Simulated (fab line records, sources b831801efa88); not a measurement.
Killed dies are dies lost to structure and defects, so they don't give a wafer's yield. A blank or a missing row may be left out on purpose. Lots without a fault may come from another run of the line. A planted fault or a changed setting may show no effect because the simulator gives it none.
Which tool did it? | flow sky130 | 13 lots, 39 wafers sampled, at 5 steps of a route of 708

WHAT THE GAUGES READ, wafer by wafer
SKY_NWELL_TW_MEAS_26. Usual: NWELL_2_TW 497, standard deviation 6.4.
lot  | measured     | on            | NWELL_2_TW  | flag
L768 | day 6 00:25  | film_metro-02 | 507 507 508 |
L769 | day 6 04:32  | film_metro-01 | 492 494 494 |
L772 | day 6 19:50  | film_metro-03 | 490 488 491 |
L773 | day 7 01:52  | film_metro-01 | 489 488 490 |
L774 | day 7 10:29  | film_metro-02 | 504 503 501 |
L776 | day 7 21:06  | film_metro-02 | 503 503 505 |
L777 | day 8 03:07  | film_metro-03 | 464 464 466 | OFF
L778 | day 8 08:33  | film_metro-02 | 500 499 499 |
L780 | day 8 19:14  | film_metro-03 | 467 467 465 | OFF
L781 | day 9 01:47  | film_metro-01 | 465 464 464 | OFF
L787 | day 10 13:49 | film_metro-03 | 495 495 492 |
L788 | day 11 03:15 | film_metro-03 | 494 491 492 |
L789 | day 11 04:10 | film_metro-02 | 510 509 510 |

SKY_VIA1_CD_MEAS_12: target cd 150 nm. Usual: cd_nm 150.2 nm, standard deviation 1.6.
lot  | measured     | on        | cd_nm (nm)        | flag
L768 | day 35 11:25 | cd_sem-01 | 150.7 150.5 150.2 |
L769 | day 35 15:49 | cd_sem-02 | 150.7 151.4 150.6 |
L772 | day 36 17:10 | cd_sem-02 | 149.8 152.0 152.7 |
L773 | day 36 20:58 | cd_sem-01 | 148.7 148.5 149.8 |
L774 | day 37 17:51 | cd_sem-01 | 148.4 148.8 148.9 |
L776 | day 37 23:02 | cd_sem-01 | 148.5 147.2 146.2 |
L777 | day 38 04:55 | cd_sem-02 | 151.0 149.5 149.9 |
L778 | day 38 21:37 | cd_sem-02 | 152.6 152.0 151.1 |
L780 | day 39 06:02 | cd_sem-01 | 153.4 153.5 151.8 |
L781 | day 39 07:11 | cd_sem-02 | 153.6 152.7 151.5 |
L787 | day 41 02:04 | cd_sem-01 | 149.6 149.9 147.9 |
L788 | day 41 15:13 | cd_sem-01 | 148.5 148.3 148.0 |
L789 | day 41 16:40 | cd_sem-02 | 149.4 150.0 149.8 |

SKY_VIA1_OVL_MEAS_13. Usual: VIA1_OVL 3 nm, standard deviation 5.4.
lot  | measured     | on         | VIA1_OVL (nm) | flag
L768 | day 35 11:30 | overlay-02 | -4 0 -5       |
L769 | day 35 15:56 | overlay-02 | 2 -3 5        |
L772 | day 36 17:16 | overlay-02 | 4 0 3         |
L773 | day 36 21:04 | overlay-01 | 1 7 5         |
L774 | day 37 17:56 | overlay-01 | -8 -3 -14     |
L776 | day 37 23:10 | overlay-01 | 3 9 5         |
L777 | day 38 05:02 | overlay-02 | 7 8 10        |
L778 | day 38 21:44 | overlay-01 | 9 2 -4        |
L780 | day 39 06:08 | overlay-02 | 11 5 1        |
L781 | day 39 07:17 | overlay-01 | 3 5 2         |
L787 | day 41 02:09 | overlay-02 | 9 4 12        |
L788 | day 41 15:20 | overlay-02 | 3 -2 -1       |
L789 | day 41 16:46 | overlay-01 | 2 2 -1        |

WHICH TOOL RAN EACH LOT (tool, then ch and the chambers of the sampled wafers, then the start)
lot  | SKY_NWELL_IMPLANT_24            | SKY_METAL1_SPUTTER_01
L768 | implanter-02 ch 0, day 6 00:12  | pvd_sputter-03, day 33 02:52
L769 | implanter-03 ch 0, day 6 04:17  | pvd_sputter-04, day 33 07:10
L772 | implanter-03 ch 0, day 6 19:36  | pvd_sputter-04, day 34 09:28
L773 | implanter-04 ch 0, day 7 01:38  | pvd_sputter-02, day 34 13:28
L774 | implanter-02 ch 0, day 7 10:17  | pvd_sputter-02, day 35 10:34
L776 | implanter-02 ch 0, day 7 20:51  | pvd_sputter-02, day 35 16:34
L777 | implanter-02 ch 0, day 8 02:51  | pvd_sputter-03, day 35 22:46
L778 | implanter-03 ch 0, day 8 08:18  | pvd_sputter-03, day 36 15:10
L780 | implanter-02 ch 0, day 8 19:00  | pvd_sputter-04, day 37 00:01
L781 | implanter-02 ch 0, day 9 01:33  | pvd_sputter-03, day 37 00:23
L787 | implanter-04 ch 0, day 10 13:36 | pvd_sputter-04, day 38 22:10
L788 | implanter-04 ch 0, day 11 03:00 | pvd_sputter-04, day 39 12:39
L789 | implanter-03 ch 0, day 11 03:56 | pvd_sputter-03, day 39 13:31
- SKY_NWELL_IMPLANT_24
- SKY_METAL1_SPUTTER_01: material TiN, target thk 20 nm, time 16.7 s.

WHAT THE TOOLS THEMSELVES READ (means of the sampled wafers that have a number; where no wafer has one, the mark that the record gives instead)
SKY_NWELL_IMPLANT_24. Usual: beam_on_s 10.00 s, standard deviation 0.18; faraday_current_uA 51.9, standard deviation 0.92.
lot  | tool         | beam_on_s (s) | faraday_current_uA | flag
L768 | implanter-02 | 9.99          | 52.0               |
L769 | implanter-03 | 10.12         | 51.2               |
L772 | implanter-03 | 9.95          | 52.1               |
L773 | implanter-04 | 10.00         | 51.9               |
L774 | implanter-02 | 9.86          | 52.6               |
L776 | implanter-02 | 10.05         | 51.5               |
L777 | implanter-02 | 8.39          | 61.9               | OFF
L778 | implanter-03 | 10.03         | 51.7               |
L780 | implanter-02 | 8.23          | 62.9               | OFF
L781 | implanter-02 | 8.32          | 62.4               | OFF
L787 | implanter-04 | 10.03         | 51.6               |
L788 | implanter-04 | 10.07         | 51.5               |
L789 | implanter-03 | 10.05         | 51.8               |

SKY_METAL1_SPUTTER_01. Usual: chamber_pressure_pa 0.4000 Pa, standard deviation 0.00082; throttle_valve_pct 30.0 %, standard deviation 0.74.
lot  | tool           | chamber_pressure_pa (Pa) | throttle_valve_pct (%) | flag
L768 | pvd_sputter-03 | 0.3998                   | 30.2                   |
L769 | pvd_sputter-04 | 0.4006                   | 30.2                   |
L772 | pvd_sputter-04 | 0.4001                   | 29.3                   |
L773 | pvd_sputter-02 | 0.4002                   | 30.2                   |
L774 | pvd_sputter-02 | 0.4000                   | 30.3                   |
L776 | pvd_sputter-02 | 0.4002                   | 30.8                   |
L777 | pvd_sputter-03 | 0.4007                   | 30.1                   |
L778 | pvd_sputter-03 | 0.3999                   | 30.3                   |
L780 | pvd_sputter-04 | 0.4006                   | 30.2                   |
L781 | pvd_sputter-03 | 0.4000                   | 30.3                   |
L787 | pvd_sputter-04 | 0.3994                   | 30.7                   |
L788 | pvd_sputter-04 | 0.3999                   | 30.1                   |
L789 | pvd_sputter-03 | 0.3993                   | 30.3                   |

THE ANSWER, worked out from the rows above alone
Rule: a lot is off if the mean of its wafers that have a number lies more than 3 standard deviations from the usual mean. A lot without any number at a reading at which 4 lots or more have one is off too. The other lots that the step has rows for count as sound. The gauges are gone through in route order, then the tools' own readings, and for those a lot's mean is taken as printed above. The first step at which some lot is off is used, and at that step the reading that is off furthest; a lot without a number counts as furthest.
Off: L777, L780, L781, at SKY_NWELL_TW_MEAS_26 (NWELL_2_TW).
A tool fits if, at a process step before that reading, it ran every lot that is off, and no sound lot after the first of them. The gauges at SKY_NWELL_TW_MEAS_26 aren't tried: what is off there is off at SKY_NWELL_IMPLANT_24 too, on other tools, and a gauge's error can't cause that. One fits: implanter-02 at SKY_NWELL_IMPLANT_24. Its last sound lot is L776 (day 7 20:51), its first lot that is off L777 (day 8 02:51): a fault that began between those two fits.
The tool's own readings at SKY_NWELL_IMPLANT_24 bear it out: on the lots that are off they differ by more than 5 times the standard deviation of the sound lots' means. beam_on_s reads 8.31 s there against 10.02 s on the sound lots; faraday_current_uA reads 62.4 there against 51.8 on the sound lots.

WHAT THE SIMULATOR HAD PUT IN
Process parameter drift: implanter-02, from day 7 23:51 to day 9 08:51, at SKY_NWELL_IMPLANT_24. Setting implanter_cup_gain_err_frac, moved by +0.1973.
Lots struck among those shown: L777, L780, L781. The rule above found the same.
